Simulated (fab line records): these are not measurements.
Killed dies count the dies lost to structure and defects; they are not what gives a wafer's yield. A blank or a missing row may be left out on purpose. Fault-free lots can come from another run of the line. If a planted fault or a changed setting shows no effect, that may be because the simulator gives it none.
Code-filled problem report in 8D (eight disciplines) form	flow gf180mcu	the parts of the form that need people (team, actions taken, sign-off) are left out

## 1. WHAT WENT WRONG
Wafers without a fault read 2999.9 rpm, standard deviation 2.2; spin speed rpm at GF_HV_LDD_COAT_41 reads a mean of 3177.2 rpm on 6 wafers belonging to 2 lots. Relative to the usual mean, that is a shift of +81 standard deviations.
The step: resist thk 1000 nm.
Seen first at day 16 14:40 on litho track-01, wafer L367.3. The record holds 36 wafers of 12 lots with a number at this step. By rule, "out" or "out of limits" means more than 4 standard deviations away from the usual mean. All remaining wafers that have a number are taken as sound.

## 2. WHAT IT IS, AND WHAT IT ISN'T
question	is	is not
which readings at this step	spin speed rpm	-
which lots	L367, L368	L354, L356, L357, L360, L361, L362, L363, L364, L366, L376
which wafers of those lots	all that have a number	-
read on which tools	litho track-01	litho track-02, litho track-03
when	from day 16 14:40	up to then (27 sound wafers); but 3 sound wafers of L376 came after

## 3. THE SUSPECTS, EACH WITH WHAT RULES IT OUT
Counting: a tool at any process step up to the reading remains a suspect when it ran all the lots that are out and ran no sound lot after the first of those.
- litho track-01 at GF_HV_LDD_COAT_41 (resist thk 1000 nm): kept. Every lot that is out went through it, starting with L367 (day 16 14:40), and after that it ran no sound lot; the last sound lot it ran before then is L364 (day 15 16:31). Out on those wafers are its own readings of spin speed rpm.
After counting, what remains is litho track-01 at GF_HV_LDD_COAT_41.

## 4. THE CAUSE (what the simulator had put in)
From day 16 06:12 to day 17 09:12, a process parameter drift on litho track-01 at GF_HV_LDD_COAT_41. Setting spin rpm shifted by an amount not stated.
Counting left only this tool.

## 5. THE EFFECT CHAIN, in route order
Each row: a reading where the mean over the struck wafers with a number is more than 3 standard deviations away from the usual. Readings are gone through only where the record gives a usual standard deviation; hours: the median, over the lots, of the time from a lot's start at the first step in this table giving one to that lot's start at this step; sigmas: the change measured in usual standard deviations.
hours	step	reading	usual	on struck wafers	change	sigmas
0	GF_HV_LDD_COAT_41	spin speed rpm	2999.9 rpm	3177.2	+177.3	+81
12	GF_HV_LDD_STRIP_49	strip time to endpoint s	12.642 s	12.292	-0.350	-13
The process steps in it:
- GF_HV_LDD_COAT_41: resist thk 1000 nm.
- GF_HV_LDD_STRIP_49: strips in O2/N2.

## 6. WHAT WOULD HAVE CAUGHT IT SOONER
In this record no reading fell out of limits until day 16 14:40, 8 hours after the fault had begun at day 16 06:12.
